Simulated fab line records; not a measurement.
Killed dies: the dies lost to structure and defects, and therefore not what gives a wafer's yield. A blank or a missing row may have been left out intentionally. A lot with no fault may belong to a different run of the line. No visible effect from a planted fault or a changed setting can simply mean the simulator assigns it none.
The tool behind it: which one? :: flow sky130 :: 39 wafers from 13 lots sampled at 5 of the route's 708 steps

== WHAT THE GAUGES READ, wafer by wafer ==
SKY_SD_N_CD_MEAS_07: target cd 380 nm. Usual: cd-nm at 380.2 nm, with a standard deviation of 2.7.
lot: L943
measured: day 28 11:28
on: cd-sem-02
cd-nm (nm): 373.1 374.9 373.9
flag: 

lot: L945
measured: day 28 18:35
on: cd-sem-02
cd-nm (nm): 381.0 381.4 381.2
flag: 

lot: L946
measured: day 28 21:34
on: cd-sem-01
cd-nm (nm): 381.1 383.0 380.8
flag: 

lot: L947
measured: day 29 00:09
on: cd-sem-02
cd-nm (nm): 380.8 382.5 379.1
flag: 

lot: L948
measured: day 30 01:23
on: cd-sem-01
cd-nm (nm): 382.9 379.4 379.9
flag: 

lot: L952
measured: day 31 00:57
on: cd-sem-01
cd-nm (nm): 379.5 382.0 381.5
flag: 

lot: L954
measured: day 32 02:36
on: cd-sem-02
cd-nm (nm): 382.5 381.4 380.5
flag: 

lot: L955
measured: day 32 06:04
on: cd-sem-01
cd-nm (nm): 378.2 378.3 377.6
flag: 

lot: L957
measured: day 32 17:01
on: cd-sem-02
cd-nm (nm): 382.4 379.6 379.9
flag: 

lot: L958
measured: day 32 22:31
on: cd-sem-02
cd-nm (nm): 402.9 402.2 402.8
flag: OFF

lot: L959
measured: day 33 08:11
on: cd-sem-02
cd-nm (nm): 402.3 401.4 403.4
flag: OFF

lot: L960
measured: day 33 12:02
on: cd-sem-02
cd-nm (nm): 399.0 397.9 398.5
flag: OFF

lot: L965
measured: day 34 22:44
on: cd-sem-01
cd-nm (nm): 385.5 383.3 385.3
flag: 

SKY_SD_N_RS_MEAS_17: a four-point-probe measurement. Usual: SD_P_RS gives 147.0 ohm/sq (standard deviation 0.39).
lot: L943
measured: day 28 12:26
on: film-metro-03
SD_P_RS (ohm/sq): 146.9 146.5 146.8
flag: 

lot: L945
measured: day 28 19:33
on: film-metro-03
SD_P_RS (ohm/sq): 147.3 147.2 147.2
flag: 

lot: L946
measured: day 28 22:32
on: film-metro-03
SD_P_RS (ohm/sq): 147.4 147.3 147.1
flag: 

lot: L947
measured: day 29 01:07
on: film-metro-01
SD_P_RS (ohm/sq): 146.2 146.7 147.1
flag: 

lot: L948
measured: day 30 02:42
on: film-metro-01
SD_P_RS (ohm/sq): 147.2 147.4 147.0
flag: 

lot: L952
measured: day 31 01:58
on: film-metro-01
SD_P_RS (ohm/sq): 146.9 146.8 147.0
flag: 

lot: L954
measured: day 32 03:34
on: film-metro-03
SD_P_RS (ohm/sq): 147.8 147.3 147.4
flag: 

lot: L955
measured: day 32 07:01
on: film-metro-03
SD_P_RS (ohm/sq): 146.6 146.8 146.7
flag: 

lot: L957
measured: day 32 17:59
on: film-metro-04
SD_P_RS (ohm/sq): 146.7 147.0 146.4
flag: 

lot: L958
measured: day 32 23:29
on: film-metro-01
SD_P_RS (ohm/sq): 146.9 146.7 146.8
flag: 

lot: L959
measured: day 33 09:08
on: film-metro-01
SD_P_RS (ohm/sq): 147.0 146.9 147.2
flag: 

lot: L960
measured: day 33 13:03
on: film-metro-01
SD_P_RS (ohm/sq): 146.5 146.3 146.6
flag: 

lot: L965
measured: day 34 23:42
on: film-metro-01
SD_P_RS (ohm/sq): 146.3 146.7 146.6
flag: 

SKY_LI_CONTACT_CD_MEAS_12: target cd 170 nm. Usual: cd-nm at 169.9 nm, with a standard deviation of 1.2.
lot: L943
measured: day 29 17:19
on: cd-sem-02
cd-nm (nm): 170.2 169.2 168.6
flag: 

lot: L945
measured: day 30 00:24
on: cd-sem-02
cd-nm (nm): 170.6 171.8 171.7
flag: 

lot: L946
measured: day 30 03:14
on: cd-sem-02
cd-nm (nm): 169.9 169.8 169.6
flag: 

lot: L947
measured: day 30 05:32
on: cd-sem-01
cd-nm (nm): 169.8 170.1 168.6
flag: 

lot: L948
measured: day 31 06:50
on: cd-sem-01
cd-nm (nm): 169.7 169.0 167.6
flag: 

lot: L952
measured: day 32 06:37
on: cd-sem-01
cd-nm (nm): 170.7 171.1 169.5
flag: 

lot: L954
measured: day 33 06:58
on: cd-sem-02
cd-nm (nm): 171.6 173.0 172.2
flag: 

lot: L955
measured: day 33 10:38
on: cd-sem-02
cd-nm (nm): 170.7 170.3 170.2
flag: 

lot: L957
measured: day 33 21:46
on: cd-sem-02
cd-nm (nm): 167.7 169.1 167.9
flag: 

lot: L958
measured: day 34 02:59
on: cd-sem-01
cd-nm (nm): 170.8 170.8 171.4
flag: 

lot: L959
measured: day 34 12:53
on: cd-sem-01
cd-nm (nm): 169.1 168.8 168.8
flag: 

lot: L960
measured: day 34 16:38
on: cd-sem-01
cd-nm (nm): 169.3 168.6 169.8
flag: 

lot: L965
measured: day 36 02:36
on: cd-sem-01
cd-nm (nm): 170.5 169.7 170.1
flag: 

== EACH LOT AND THE TOOL THAT RAN IT (in order: tool; ch and the chambers of the sampled wafers; start) ==
lot: L943
SKY_RES_XHIGH_STRIP_08: plasma-asher-02 ch 0, day 27 06:51
SKY_SD_N_DEVELOP_06: litho-track-01 ch 0, day 28 11:20

lot: L945
SKY_RES_XHIGH_STRIP_08: plasma-asher-01 ch 0,1, day 27 14:13
SKY_SD_N_DEVELOP_06: litho-track-03 ch 0, day 28 18:26

lot: L946
SKY_RES_XHIGH_STRIP_08: plasma-asher-02 ch 0,1, day 27 16:58
SKY_SD_N_DEVELOP_06: litho-track-03 ch 0, day 28 21:25

lot: L947
SKY_RES_XHIGH_STRIP_08: plasma-asher-01 ch 0,1, day 27 20:48
SKY_SD_N_DEVELOP_06: litho-track-01 ch 0, day 29 00:00

lot: L948
SKY_RES_XHIGH_STRIP_08: plasma-asher-04 ch 0,1, day 28 22:02
SKY_SD_N_DEVELOP_06: litho-track-01 ch 0, day 30 01:09

lot: L952
SKY_RES_XHIGH_STRIP_08: plasma-asher-02 ch 0,1, day 29 20:46
SKY_SD_N_DEVELOP_06: litho-track-01 ch 0, day 31 00:48

lot: L954
SKY_RES_XHIGH_STRIP_08: plasma-asher-04 ch 0,1, day 30 23:54
SKY_SD_N_DEVELOP_06: litho-track-01 ch 0, day 32 02:27

lot: L955
SKY_RES_XHIGH_STRIP_08: plasma-asher-02 ch 0,1, day 31 03:27
SKY_SD_N_DEVELOP_06: litho-track-03 ch 0, day 32 05:55

lot: L957
SKY_RES_XHIGH_STRIP_08: plasma-asher-02 ch 0,1, day 31 14:22
SKY_SD_N_DEVELOP_06: litho-track-03 ch 0, day 32 16:52

lot: L958
SKY_RES_XHIGH_STRIP_08: plasma-asher-02 ch 0,1, day 31 18:31
SKY_SD_N_DEVELOP_06: litho-track-03 ch 0, day 32 22:22

lot: L959
SKY_RES_XHIGH_STRIP_08: plasma-asher-02 ch 0,1, day 32 04:55
SKY_SD_N_DEVELOP_06: litho-track-03 ch 0, day 33 08:02

lot: L960
SKY_RES_XHIGH_STRIP_08: plasma-asher-01 ch 0,1, day 32 08:47
SKY_SD_N_DEVELOP_06: litho-track-03 ch 0, day 33 11:53

lot: L965
SKY_RES_XHIGH_STRIP_08: plasma-asher-04 ch 0,1, day 33 19:56
SKY_SD_N_DEVELOP_06: litho-track-01 ch 0, day 34 22:33
- SKY_RES_XHIGH_STRIP_08: strips in O2/N2.
- SKY_SD_N_DEVELOP_06: develop time 60 s.

== WHAT THE TOOLS THEMSELVES READ (means of the sampled wafers that have a number; where no wafer has one, the mark that the record gives instead) ==
SKY_RES_XHIGH_STRIP_08. Usual: drypump-motor-current-A 5.3 A, standard deviation 0.52; oes-product-au 0.711 a.u., standard deviation 0.0047; strip-time-to-endpoint-s 14.27 s, standard deviation 0.041.
lot: L943
tool: plasma-asher-02
drypump-motor-current-A (A): 4.8
oes-product-au (a.u.): 0.710
strip-time-to-endpoint-s (s): 14.25
flag: 

lot: L945
tool: plasma-asher-01
drypump-motor-current-A (A): 6.1
oes-product-au (a.u.): 0.711
strip-time-to-endpoint-s (s): 14.23
flag: 

lot: L946
tool: plasma-asher-02
drypump-motor-current-A (A): 4.9
oes-product-au (a.u.): 0.711
strip-time-to-endpoint-s (s): 14.30
flag: 

lot: L947
tool: plasma-asher-01
drypump-motor-current-A (A): 6.1
oes-product-au (a.u.): 0.707
strip-time-to-endpoint-s (s): 14.27
flag: 

lot: L948
tool: plasma-asher-04
drypump-motor-current-A (A): 5.3
oes-product-au (a.u.): 0.716
strip-time-to-endpoint-s (s): 14.32
flag: 

lot: L952
tool: plasma-asher-02
drypump-motor-current-A (A): 4.9
oes-product-au (a.u.): 0.710
strip-time-to-endpoint-s (s): 14.33
flag: 

lot: L954
tool: plasma-asher-04
drypump-motor-current-A (A): 5.1
oes-product-au (a.u.): 0.709
strip-time-to-endpoint-s (s): 14.28
flag: 

lot: L955
tool: plasma-asher-02
drypump-motor-current-A (A): 4.9
oes-product-au (a.u.): 0.709
strip-time-to-endpoint-s (s): 14.26
flag: 

lot: L957
tool: plasma-asher-02
drypump-motor-current-A (A): 4.9
oes-product-au (a.u.): 0.707
strip-time-to-endpoint-s (s): 14.19
flag: 

lot: L958
tool: plasma-asher-02
drypump-motor-current-A (A): 4.9
oes-product-au (a.u.): 0.715
strip-time-to-endpoint-s (s): 14.30
flag: 

lot: L959
tool: plasma-asher-02
drypump-motor-current-A (A): 4.9
oes-product-au (a.u.): 0.717
strip-time-to-endpoint-s (s): 14.31
flag: 

lot: L960
tool: plasma-asher-01
drypump-motor-current-A (A): 6.1
oes-product-au (a.u.): 0.712
strip-time-to-endpoint-s (s): 14.30
flag: 

lot: L965
tool: plasma-asher-04
drypump-motor-current-A (A): 5.3
oes-product-au (a.u.): 0.715
strip-time-to-endpoint-s (s): 14.24
flag: 

== THE ANSWER, worked out from the rows above alone ==
Rule: a lot counts as off when the mean over its wafers that have a number is more than 3 standard deviations away from the usual mean. A lot without any number at a reading at which 4 lots or more have one is off too. All remaining lots with rows at the step are treated as sound. First the gauges in route order, then the tools' own readings, where a lot's mean is used as printed above. The first step at which some lot is off is used, and at that step the reading that is off furthest; a lot without a number counts as furthest.
Off: L958, L959, L960, at SKY_SD_N_CD_MEAS_07 (cd-nm).
If a tool, at a process step before that reading, ran all the lots that are off and no sound lot after the first of them, it fits. Gauges at SKY_SD_N_CD_MEAS_07: tried the same way as those tools. Can't be told from this: 2 tools fit, litho-track-03 at SKY_SD_N_DEVELOP_06, cd-sem-02 at SKY_SD_N_CD_MEAS_07.

== WHAT THE SIMULATOR HAD PUT IN ==
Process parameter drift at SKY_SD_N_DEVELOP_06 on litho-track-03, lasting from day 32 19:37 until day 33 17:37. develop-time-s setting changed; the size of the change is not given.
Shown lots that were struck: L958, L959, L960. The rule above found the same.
